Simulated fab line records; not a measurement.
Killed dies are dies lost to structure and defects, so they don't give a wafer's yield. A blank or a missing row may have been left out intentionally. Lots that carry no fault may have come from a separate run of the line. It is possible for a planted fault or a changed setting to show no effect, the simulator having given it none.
A struck lot beside a sound one	flow gf180mcu	14 steps out of a route of 602
Sound: these wafers, L355.1, L355.5, L355.6. The struck wafers were L359.3, L359.5, L359.6. Last of all comes the cause.
Order at every step that has rows: each side's tool, ch and its chambers, its first start. Under that, the readings that differ: sound wafers	struck wafers	difference of the means	sigmas: that difference in standard deviations of wafers without a fault.
alike: words and numbers the same on both sides, and readings whose means are apart by under 2 such deviations; not compared: readings that were withheld, readings missing a value for some wafer, numbers with overlapping values and no deviation given by the record, and bounds like >300 which may hide the same value.
The two part at a step that has a row with sigmas, a row that says differs or no value, or rows on one side only. Non-overlapping numbers with no deviation appear without sigmas and do not part them. Lack of a reading on every wafer of one side parts them only where that side has two or more wafers.

GF_V4_ETCH_17: etches SiO2 in C4F8/O2/Ar, stops on TiN, target depth 630 nm.
  sound on rie diel-02 ch 0,1,2; struck on rie diel-01 ch 2,3
  alike: oes product au
then, 3 steps without rows for these wafers: GF_V4_STRIP_18 (strips in O2/N2); GF_V4_STRIP_19 (strips in post etch residue remover, time 1200 s); GF_V4_CLEAN_20 (cleans in DIW).
GF_V4_SPUTTER_21: material Ti, target thk 15 nm, time 80.02 s.
  sound: pvd sputter-04 at day 28 04:04; struck: pvd sputter-02 at day 29 08:07
  alike: cathode dc power W, chamber pressure pa, throttle valve pct
then, 1 step without rows for these wafers: GF_V4_SPUTTER_22 (material TiN, target thk 10 nm, time 40 s).
GF_V4_CVD_23: deposits W, target thk 350 nm, time 104.9 s.
  sound on cvd w-01 ch 0,1, day 28 04:10; struck on cvd w-01 ch 0,1, day 29 08:16
  alike: heater power w
GF_V4_RS_MEAS_24: measurement is done with a four-point probe.
  sound: film metro-01 at day 28 04:17; struck: film metro-03 at day 29 08:22
  alike: V4_W_RS
GF_V4_THK_MEAS_25: measures by xrf.
  sound: film metro-01 at day 28 04:24; struck: film metro-03 at day 29 08:28
  alike: V4_W_THK
GF_V4_CMP_26: polishes, stops on SiO2, t overpolish 15 s, target thk 0 nm.
  sound on cmp-02 ch 0,2,3, day 28 04:43; struck on cmp-01 ch 0,2,3, day 29 08:37
  alike: motor current A, overpolish run s, time to endpoint s
GF_MIM_SPUTTER_00: material Ti, target thk 37.5 nm, time 144.1 s.
  sound: pvd sputter-01 at day 28 04:52; struck: pvd sputter-03 at day 29 08:49
  alike: cathode dc power W, chamber pressure pa, throttle valve pct
then, 1 step without rows for these wafers: GF_MIM_SPUTTER_01 (material TiN, target thk 30 nm, time 25 s).
GF_MIM_SPUTTER_02: material AlCu, target thk 450 nm, time 23.9 s.
  sound: pvd sputter-01 at day 28 05:00; struck: pvd sputter-03 at day 29 08:56
  no value came back on the struck wafers for cathode dc power W (W), chamber pressure pa (Pa), throttle valve pct (%); on the sound wafers cathode dc power W (W) reads 10599 10601 10601
then, 1 step without rows for these wafers: GF_MIM_SPUTTER_03 (material Ti, target thk 10 nm, time 6.7 s).

## WHERE THEY PART
GF_MIM_SPUTTER_02 only, going by this record.

WHY: the cause the simulator had injected
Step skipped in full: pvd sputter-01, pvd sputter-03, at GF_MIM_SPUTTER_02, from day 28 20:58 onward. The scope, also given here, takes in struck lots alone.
